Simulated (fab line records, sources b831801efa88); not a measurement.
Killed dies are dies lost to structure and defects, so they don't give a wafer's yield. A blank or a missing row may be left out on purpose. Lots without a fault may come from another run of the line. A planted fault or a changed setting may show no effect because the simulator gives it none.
fab line records | flow gf180mcu | part 2 of 2: steps 28 to 37 of 37
record lots=5 wafers=15 last_day=33
route steps=602 shown VT_IMPLANT@129 MVSD@136 NWELL@137 LVPWELL@138 MVPSD@139 DUAL_GATE@141 POLY_GATE@157
lots that met no fault: from a run of the same line without faults
start_h: hours from the record's first day to the start of the lot's first wafer shown | wait_h: hours since the lot's step before | " the same as in the row above | L1.1+2: a row that stands for several wafers | - no value, or no start given | * or withheld: withheld | < > ~ a bound
route shown NAME@n: a module of which the file shows steps, and the number in the route of the first | usual: mean/standard deviation of fault-free wafers | same: alike in all rows | chamber/n: place in a boat | sites: the reading at each site | _std_site: their standard deviation | _edge_site: outer sites' mean less inner sites' | radius_mm: how far each site lies from the wafer's centre | mask NAME#n: copy n | behind: the tool/chamber that last shaped the wafer | hold: why the lot was held/for how many hours/how that ended | device: the transistor (n, p or np) that didn't switch | end of line: the same wafers' tests at the end of the route | a step without rows: its recipe alone | killed: dies lost to structure and defects at the first sort, not the wafer's yield | map: a wafer's dies, x killed, . not, _ none there
set.NAME: the setting as run; set.NAME@STEP: as run at that earlier step | model.NAME: the simulator's own value behind a step, which no gauge read
lots at some steps of the route; a table a step, a row a wafer
services: from which hour (start_h, from the record's first day; less than 0 if before it) a tool's chamber was out of use, for how many hours, and why
## steps
# step GF_DUAL_GATE_OXIDATION_15
# recipe temp_c=850 ambient=O2 stabilise_s=600 purge_s=300 target_thk_a=70.98 ox_time_s=1995
# usual zone_power_bottom_pct=24.4/1.6
# same stabilise_s=600
# columns lot.wafer tool chamber start_h wait_h zone_power_bottom_pct
L074.2 furnace-01 0 182.58 1.6 22.6
L074.4 " 0 " " 22.2
L074.6 " 0 " " 22.8
L078.1 furnace-02 0 204.04 0.9 25.8
L078.3 " 0 " " 25.9
L078.4 " 0 " " 25.8
L081.3 furnace-02 0 226.80 1.1 25.8
L081.4 " 0 " " 25.7
L081.5 " 0 " " 26.2
L082.4 furnace-01 0 231.02 0.0 22.9
L082.5 " 0 " " 22.7
L082.6 " 0 " " 22.6
L091.3 furnace-02 0 292.69 0.0 26.0
L091.4 " 0 " " 25.5
L091.5 " 0 " " 25.9
# step GF_POLY_GATE_CVD_00
# recipe material=poly-Si target_thk_nm=200 temp_c=620 time_s=1200 pressure_mtorr=200
# usual susceptor_temp_C=619.98/0.27 zone_power_bottom_pct=13.5/0.93
# columns lot.wafer tool chamber start_h wait_h susceptor_temp_C zone_power_bottom_pct
L074.2 lpcvd-02 1 184.13 0.0 619.64 13.7
L074.4 " 1 " " 619.91 13.9
L074.6 " 1 " " 620.17 13.3
L078.1 lpcvd-01 1 205.59 0.0 620.05 12.3
L078.3 " 1 " " 619.87 12.6
L078.4 " 1 " " 619.78 12.2
L081.3 lpcvd-02 0 228.85 0.5 620.11 15.2
L081.4 " 0 " " 619.87 15.2
L081.5 " 0 " " 619.62 15.1
L082.4 lpcvd-02 1 232.58 0.0 620.13 13.5
L082.5 " 1 " " 620.03 13.8
L082.6 " 1 " " 620.36 13.8
L091.3 lpcvd-02 1 294.25 0.0 619.89 13.4
L091.4 " 1 " " 620.16 13.4
L091.5 " 1 " " 620.37 13.5
# step GF_POLY_GATE_THK_MEAS_01
# recipe reads=poly-Si_of_POLY_GATE_CVD_00
# usual POLY_GATE_CVD_00_THK=199.8/1.8
# columns lot.wafer tool chamber start_h wait_h POLY_GATE_CVD_00_THK[nm]
L074.2 film_metro-02 - 185.48 0.0 202.1
L074.4 " - " " 200.9
L074.6 " - " " 201.8
L078.1 film_metro-02 - 206.93 0.0 199.6
L078.3 " - " " 199.0
L078.4 " - " " 199.3
L081.3 film_metro-04 - 230.20 0.0 202.1
L081.4 " - " " 199.5
L081.5 " - " " 201.5
L082.4 film_metro-02 - 233.94 0.0 200.9
L082.5 " - " " 201.3
L082.6 " - " " 199.6
L091.3 film_metro-03 - 295.60 0.0 201.3
L091.4 " - " " 202.7
L091.5 " - " " 200.3
# step GF_POLY_GATE_DEHYDRATE_02
# recipe temp_c=200 time_s=60
# usual exhaust_pa=44.9/0.97 heater_power_total_W=160.38/0.12
# columns lot.wafer tool chamber start_h wait_h exhaust_pa heater_power_total_W
L074.2 litho_track-01 0 192.68 7.2 44.7 160.32
L074.4 " 0 " " 44.9 160.53
L074.6 " 0 " " 45.2 160.25
L078.1 litho_track-01 0 215.06 8.1 44.7 160.56
L078.3 " 0 " " 45.3 160.20
L078.4 " 0 " " 43.7 160.33
L081.3 litho_track-01 0 238.56 8.3 44.9 160.59
L081.4 " 0 " " 44.7 160.41
L081.5 " 0 " " 44.4 160.21
L082.4 litho_track-01 0 242.63 8.7 44.5 160.49
L082.5 " 0 " " 44.1 160.22
L082.6 " 0 " " 43.7 160.38
L091.3 litho_track-02 0 304.84 9.2 46.2 160.62
L091.4 " 0 " " 44.7 160.38
L091.5 " 0 " " 45.1 160.59
# step GF_POLY_GATE_HMDS_03
# recipe prime_time_s=60 prime_temp_c=120
# usual exhaust_pa=44.8/0.91
# columns lot.wafer tool chamber start_h wait_h exhaust_pa
L074.2 litho_track-01 0 192.83 0.1 44.0
L074.4 " 0 " " 45.8
L074.6 " 0 " " 45.4
L078.1 litho_track-01 0 215.21 0.1 45.3
L078.3 " 0 " " 45.8
L078.4 " 0 " " 45.3
L081.3 litho_track-01 0 238.71 0.1 44.9
L081.4 " 0 " " 44.8
L081.5 " 0 " " 45.6
L082.4 litho_track-01 0 242.78 0.1 44.9
L082.5 " 0 " " 43.8
L082.6 " 0 " " 44.8
L091.3 litho_track-02 0 304.99 0.1 45.9
L091.4 " 0 " " 45.3
L091.5 " 0 " " 45.4
# step GF_POLY_GATE_COAT_04
# recipe resist=BARC temp_c=withheld time_s=withheld spin_rpm=withheld resist_thk_nm=withheld
# usual exhaust_pa=45.1/0.87
# columns lot.wafer tool chamber start_h wait_h exhaust_pa
L074.2 litho_track-01 0 192.98 0.1 44.3
L074.4 " 0 " " 46.5
L074.6 " 0 " " 45.5
L078.1 litho_track-01 0 215.36 0.1 45.6
L078.3 " 0 " " 45.8
L078.4 " 0 " " 46.1
L081.3 litho_track-01 0 238.86 0.1 43.9
L081.4 " 0 " " 44.6
L081.5 " 0 " " 45.2
L082.4 litho_track-01 0 242.93 0.1 45.5
L082.5 " 0 " " 44.0
L082.6 " 0 " " 45.4
L091.3 litho_track-02 0 305.14 0.1 45.0
L091.4 " 0 " " 44.1
L091.5 " 0 " " 44.7
# step GF_POLY_GATE_COAT_05
# recipe resist=KrF spin_rpm=withheld resist_thk_nm=700
# usual exhaust_pa=45.2/0.91
# columns lot.wafer tool chamber start_h wait_h exhaust_pa
L074.2 litho_track-01 0 - - 44.9
L074.4 " 0 " " 45.0
L074.6 " 0 " " 44.8
L078.1 litho_track-01 0 - - 44.3
L078.3 " 0 " " 44.4
L078.4 " 0 " " 43.8
L081.3 litho_track-01 0 - - 45.9
L081.4 " 0 " " 45.1
L081.5 " 0 " " 45.1
L082.4 litho_track-01 0 - - 45.0
L082.5 " 0 " " 45.0
L082.6 " 0 " " 45.6
L091.3 litho_track-02 0 - - 46.0
L091.4 " 0 " " 47.5
L091.5 " 0 " " 46.9
# step GF_POLY_GATE_SOFTBAKE_06
# recipe temp_c=130 time_s=60 resist=KrF
# usual exhaust_pa=45.0/0.83 heater_power_total_W=93.06/0.057
# columns lot.wafer tool chamber start_h wait_h exhaust_pa heater_power_total_W
L074.2 litho_track-01 0 - - 45.6 93.05
L074.4 " 0 " " 44.3 93.13
L074.6 " 0 " " 46.7 93.14
L078.1 litho_track-01 0 - - 44.9 92.89
L078.3 " 0 " " 45.8 93.04
L078.4 " 0 " " 43.7 93.04
L081.3 litho_track-01 0 - - 44.3 93.04
L081.4 " 0 " " 44.6 93.05
L081.5 " 0 " " 44.6 93.12
L082.4 litho_track-01 0 - - 45.6 93.00
L082.5 " 0 " " 45.7 93.02
L082.6 " 0 " " 45.3 93.05
L091.3 litho_track-02 0 - - 46.2 93.09
L091.4 " 0 " " 43.9 92.97
L091.5 " 0 " " 45.6 93.09
# step GF_POLY_GATE_EXPOSE_07
# recipe mask_id=Poly2 target_cd_nm=280 na=0.68 source_shape=conventional sigma_outer=0.6 dose_mj=28
# columns lot.wafer tool chamber start_h wait_h mask
L074.2+4+6 krf_scanner-02 0 - - Poly2#0
L078.1+3+4 krf_scanner-02 0 - - Poly2#0
L081.3+4+5 krf_scanner-01 0 - - Poly2#0
L082.4+5+6 krf_scanner-02 0 - - Poly2#0
L091.3+4+5 krf_scanner-02 0 - - Poly2#0
# step GF_POLY_GATE_PEB_08
# recipe peb_temp_c=135 peb_time_s=90 resist=KrF
# usual exhaust_pa=44.9/0.92 heater_power_total_W=85.70/0.085
# columns lot.wafer tool chamber start_h wait_h exhaust_pa heater_power_total_W
L074.2 litho_track-04 0 - - 44.2 85.73
L074.4 " 0 " " 43.7 85.60
L074.6 " 0 " " 43.2 85.67
L078.1 litho_track-01 0 - - 44.3 85.73
L078.3 " 0 " " 44.1 85.80
L078.4 " 0 " " 44.7 85.80
L081.3 litho_track-01 0 - - 45.1 85.75
L081.4 " 0 " " 43.8 85.74
L081.5 " 0 " " 44.8 85.81
L082.4 litho_track-01 0 - - 45.0 85.77
L082.5 " 0 " " 45.8 85.66
L082.6 " 0 " " 46.0 85.71
L091.3 litho_track-04 0 - - 44.6 85.79
L091.4 " 0 " " 45.8 85.60
L091.5 " 0 " " 44.9 85.81
## services
# columns tool chamber start_h hours kind
furnace-02 - 143.15 2.8 pm
implanter-04 - 154.05 4.4 pm
plasma_asher-01 - 159.76 2.8 pm
krf_scanner-01 - 162.82 1.8 repair
furnace-01 - 164.58 14.0 repair
krf_scanner-01 - 164.60 1.0 pm
implanter-02 - 174.21 2.9 repair
krf_scanner-01 - 176.18 0.8 repair
plasma_asher-01 - 195.09 0.8 repair
implanter-02 - 220.53 5.2 repair
krf_scanner-02 - 223.47 1.0 pm
wet_bench-01 - 231.34 4.0 repair
furnace-01 - 242.17 2.9 pm
krf_scanner-02 - 246.59 1.9 repair
iline_stepper-01 - 257.91 1.7 pm
implanter-04 - 259.51 0.9 repair
krf_scanner-02 - 259.92 0.8 pm
plasma_asher-04 - 275.27 3.5 repair
krf_scanner-02 - 277.93 1.3 pm
plasma_asher-01 - 283.28 0.6 repair
plasma_asher-01 - 298.60 5.2 repair
furnace-01 - 302.46 4.7 pm
iline_stepper-01 - 305.87 2.1 pm
plasma_asher-04 - 306.32 2.8 repair
